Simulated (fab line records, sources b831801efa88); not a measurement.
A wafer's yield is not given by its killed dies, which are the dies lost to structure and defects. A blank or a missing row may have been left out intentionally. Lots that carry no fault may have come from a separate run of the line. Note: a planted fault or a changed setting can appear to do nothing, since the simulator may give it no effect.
Which tool did it?    flow gf180mcu    12 lots, 36 wafers sampled, at 3 steps of a route of 602

## WHAT THE GAUGES READ, wafer by wafer
GF_VT_IMPLANT_OVL_MEAS_29.
lot   measured      on          VT_IMPLANT_02_OVL (nm)
L341  day 6 18:28   overlay-01  -1.3 -1.8 -2.5
L342  day 7 08:23   overlay-02  -0.4 0.8 -0.4
L343  day 7 11:22   overlay-02  -0.2 -0.9 1.4
L344  day 7 19:58   overlay-01  -1.4 -1.3 -0.5
L346  day 8 04:30   overlay-02  0.6 0.0 2.5
L347  day 8 13:24   overlay-01  -1.5 -0.9 -0.5
L348  day 8 20:22   overlay-02  0.5 0.9 -2.9
L352  day 9 19:07   overlay-01  -1.1 -1.0 -1.3
L358  day 11 12:25  overlay-01  1.3 1.9 0.1
L359  day 12 00:32  overlay-01  -0.1 -1.4 -1.7
L360  day 12 05:43  overlay-02  0.8 -0.7 -1.3
L364  day 13 06:35  overlay-01  -1.3 0.7 -0.4

GF_PSD_RS_MEAS_14: a four-point-probe measurement.
lot   measured      on             NSD_RS (ohm/sq)
L341  day 14 02:00  film metro-01  46.29 46.17 46.20
L342  day 15 01:33  film metro-01  46.16 46.09 46.12
L343  day 15 00:28  film metro-01  46.30 46.14 46.18
L344  day 15 09:28  film metro-04  46.07 46.11 46.02
L346  day 15 23:21  film metro-03  46.21 46.14 46.06
L347  day 16 04:44  film metro-04  45.95 46.09 46.14
L348  day 16 19:05  film metro-01  46.10 45.99 46.10
L352  day 18 02:25  film metro-03  46.27 46.05 46.18
L358  day 20 07:11  film metro-01  46.15 46.14 46.10
L359  day 20 19:01  film metro-04  46.00 46.15 45.99
L360  day 21 06:04  film metro-01  46.12 46.06 46.16
L364  day 22 07:30  film metro-03  46.13 46.09 46.09

## WHAT TOOL EACH LOT RAN ON (gives the tool, then ch and the chambers of the sampled wafers, and finally the start)
lot   GF_VT_IMPLANT_STRIP_09
L341  plasma asher-01 ch 0,1, day 5 12:59
L342  plasma asher-04 ch 0,1, day 6 01:38
L343  plasma asher-02 ch 0,1, day 6 04:30
L344  plasma asher-04 ch 0,1, day 6 12:54
L346  plasma asher-02 ch 0,1, day 6 21:12
L347  plasma asher-02 ch 0,1, day 7 06:00
L348  plasma asher-01 ch 0,1, day 7 10:32
L352  plasma asher-04 ch 0, day 8 08:50
L358  plasma asher-01 ch 0,1, day 9 23:03
L359  plasma asher-04 ch 0,1, day 10 10:56
L360  plasma asher-04 ch 0,1, day 10 15:42
L364  plasma asher-04 ch 0,1, day 11 15:37
- GF_VT_IMPLANT_STRIP_09: strips in O2/N2.

## WHAT THE TOOLS THEMSELVES READ (means of the sampled wafers that have a number; where no wafer has one, the mark that the record gives instead)
GF_VT_IMPLANT_STRIP_09.
lot   tool             drypump motor current A (A)  heater power w (W)  oes product au (a.u.)  strip time to endpoint s (s)
L341  plasma asher-01  5.7                          380                 0.718                  12.68
L342  plasma asher-04  5.4                          317                 0.716                  12.64
L343  plasma asher-02  5.5                          350                 0.719                  12.65
L344  plasma asher-04  5.4                          316                 0.713                  12.61
L346  plasma asher-02  5.5                          376                 0.720                  12.64
L347  plasma asher-02  5.5                          378                 0.720                  12.64
L348  plasma asher-01  5.7                          331                 0.716                  12.67
L352  plasma asher-04  6.5                          310                 0.717                  12.66
L358  plasma asher-01  5.7                          385                 0.721                  12.59
L359  plasma asher-04  6.0                          314                 0.711                  12.61
L360  plasma asher-04  5.4                          311                 0.717                  12.59
L364  plasma asher-04  6.0                          313                 0.713                  12.63

## THE ANSWER, worked out from the rows above alone
Rule: the usual values come from the lots themselves. The widest of any qualifying gaps counts: lots, ordered by their means at a reading, are off when they make up no more than a third of the lots, leave a main group of 4 or more, and stand apart from it by 3 or more times the standard deviation of that group's means. Not used: any main group whose means are identical at the precision the tables above print for the reading. Also off: a lot with no number at a reading for which 4 or more lots have one. Where the step has rows for the other lots, those lots are counted as sound. Order of review: gauges by route order, followed by the tools' own readings, for which a lot's mean as printed above is used. The first step at which some lot is off is used, and at that step the reading that is off furthest; a lot without a number counts as furthest.
No lot is off on any of the readings shown, so nothing can be concluded from this.

## WHAT HAD BEEN PUT IN BY THE SIMULATOR
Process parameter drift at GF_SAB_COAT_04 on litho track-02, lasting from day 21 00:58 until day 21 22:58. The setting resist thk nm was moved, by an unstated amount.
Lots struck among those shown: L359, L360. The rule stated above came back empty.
